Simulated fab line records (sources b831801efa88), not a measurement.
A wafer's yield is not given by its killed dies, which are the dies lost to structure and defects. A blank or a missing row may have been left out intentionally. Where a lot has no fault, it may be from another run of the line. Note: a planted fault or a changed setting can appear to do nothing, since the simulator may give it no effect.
What tool caused it? -- flow gf180mcu -- 13 lots, 39 wafers sampled, at 3 steps of a route of 602

WHAT EACH GAUGE READ, for each wafer
GF_SAB_CD_MEAS_09 targets a cd of 420 nm.
lot,measured,on,cd-nm (nm)
L192,day 15 06:46,cd-sem-01,420.3 421.6 420.2
L193,day 15 22:21,cd-sem-02,418.7 418.6 417.9
L194,day 16 05:10,cd-sem-01,422.8 421.2 424.1
L195,day 16 13:42,cd-sem-01,423.4 421.6 423.6
L196,day 16 18:07,cd-sem-01,423.6 421.6 421.8
L197,day 17 08:28,cd-sem-02,418.9 419.9 418.7
L198,day 17 15:59,cd-sem-02,421.2 419.5 418.8
L205,day 20 12:07,cd-sem-01,432.1 431.6 430.1
L207,day 21 05:24,cd-sem-01,431.2 432.5 430.9
L209,day 21 23:07,cd-sem-01,420.8 421.2 422.5
L210,day 22 03:41,cd-sem-01,421.5 421.9 420.9
L212,day 22 11:34,cd-sem-01,422.6 421.3 421.8
L213,day 23 00:28,cd-sem-01,420.5 421.7 420.1

GF_SAB_OVL_MEAS_10.
lot,measured,on,SAB_OVL (nm)
L192,day 15 06:53,overlay-01,2.0 0.5 0.2
L193,day 15 22:28,overlay-01,-2.7 -0.7 -0.8
L194,day 16 05:17,overlay-01,-1.8 -1.6 -1.8
L195,day 16 13:47,overlay-01,0.8 -1.4 -0.3
L196,day 16 18:14,overlay-01,0.2 -0.2 1.0
L197,day 17 08:35,overlay-01,1.7 1.4 0.9
L198,day 17 16:05,overlay-01,0.2 0.0 -0.3
L205,day 20 12:14,overlay-01,1.5 0.0 -0.3
L207,day 21 05:29,overlay-01,0.3 -0.8 0.4
L209,day 21 23:14,overlay-01,-0.2 1.2 2.3
L210,day 22 03:49,overlay-01,-0.7 -1.9 -2.0
L212,day 22 11:41,overlay-02,1.2 2.3 1.9
L213,day 23 00:35,overlay-02,-0.7 -1.1 0.1

TOOL THAT RAN EACH LOT (tool first, then ch and the chambers of the sampled wafers, then the start)
lot,GF_SAB_EXPOSE_06
L192,"iline-stepper-01 ch 0, day 14 21:02"
L193,"iline-stepper-02 ch 0, day 15 11:36"
L194,"iline-stepper-01 ch 0, day 15 18:23"
L195,"iline-stepper-02 ch 0, day 16 02:26"
L196,"iline-stepper-01 ch 0, day 16 07:14"
L197,"iline-stepper-01 ch 0, day 16 21:45"
L198,"iline-stepper-02 ch 0, day 17 04:19"
L205,"iline-stepper-01 ch 0, day 20 00:14"
L207,"iline-stepper-01 ch 0, day 20 17:55"
L209,"iline-stepper-02 ch 0, day 21 10:08"
L210,"iline-stepper-02 ch 0, day 21 15:36"
L212,"iline-stepper-02 ch 0, day 22 01:03"
L213,"iline-stepper-02 ch 0, day 22 12:10"
- GF_SAB_EXPOSE_06: exposes mask SAB, target cd 420 nm.

AS READ BY THE TOOLS THEMSELVES (means over the sampled wafers that have a number; for cases with no such wafer, the mark the record gives instead)
GF_SAB_EXPOSE_06.
lot,tool,exposure-dose-mJ-cm2
L192,iline-stepper-01,140.13
L193,iline-stepper-02,140.20
L194,iline-stepper-01,140.18
L195,iline-stepper-02,140.14
L196,iline-stepper-01,139.99
L197,iline-stepper-01,140.25
L198,iline-stepper-02,140.21
L205,iline-stepper-01,133.65
L207,iline-stepper-01,134.98
L209,iline-stepper-02,140.16
L210,iline-stepper-02,140.03
L212,iline-stepper-02,140.17
L213,iline-stepper-02,140.15

THE ANSWER, worked out from the rows above alone
Rule: the usual values come from the lots themselves. The widest of any qualifying gaps counts: lots, ordered by their means at a reading, are off when they make up no more than a third of the lots, leave a main group of 4 or more, and stand apart from it by 3 or more times the standard deviation of that group's means. A main group is skipped when, at the precision printed for the reading in the tables above, its means are all equal. Also off: a lot with no number at a reading for which 4 or more lots have one. Any other lot the step has rows for is counted as sound. After the gauges, taken in route order, come the tools' own readings; for these a lot's mean is taken, as printed above. At the first step where some lot is off, the reading lying furthest off is the one used; lots without a number count as furthest.
Off: L205, L207, at GF_SAB_CD_MEAS_09 (cd-nm). The main group has a mean of 421.1 nm with a standard deviation of 1.4.
If a tool, at a process step before that reading, ran all the lots that are off and no sound lot after the first of them, it fits. The gauges at GF_SAB_CD_MEAS_09 aren't tried: what is off there is off at GF_SAB_EXPOSE_06 too, on other tools, and a gauge's error can't cause that. One fits: GF_SAB_EXPOSE_06 on iline-stepper-01. Its last sound lot is L197 (day 16 21:45), its first lot that is off L205 (day 20 00:14): a fault that began between those two fits.
On the lots that are off, the tool's own readings at GF_SAB_EXPOSE_06 differ by more than 5 times the standard deviation of the sound lots' means, which bears it out; exposure-dose-mJ-cm2 reads 134.31 there versus 140.15 on the sound lots.

WHAT THE SIMULATOR HAD INSERTED
Process parameters drifting: iline-stepper-01 at GF_SAB_EXPOSE_06, beginning at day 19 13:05. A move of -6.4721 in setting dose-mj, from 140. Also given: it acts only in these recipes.
Lots struck among those shown: L205, L207. The rule above found the same.
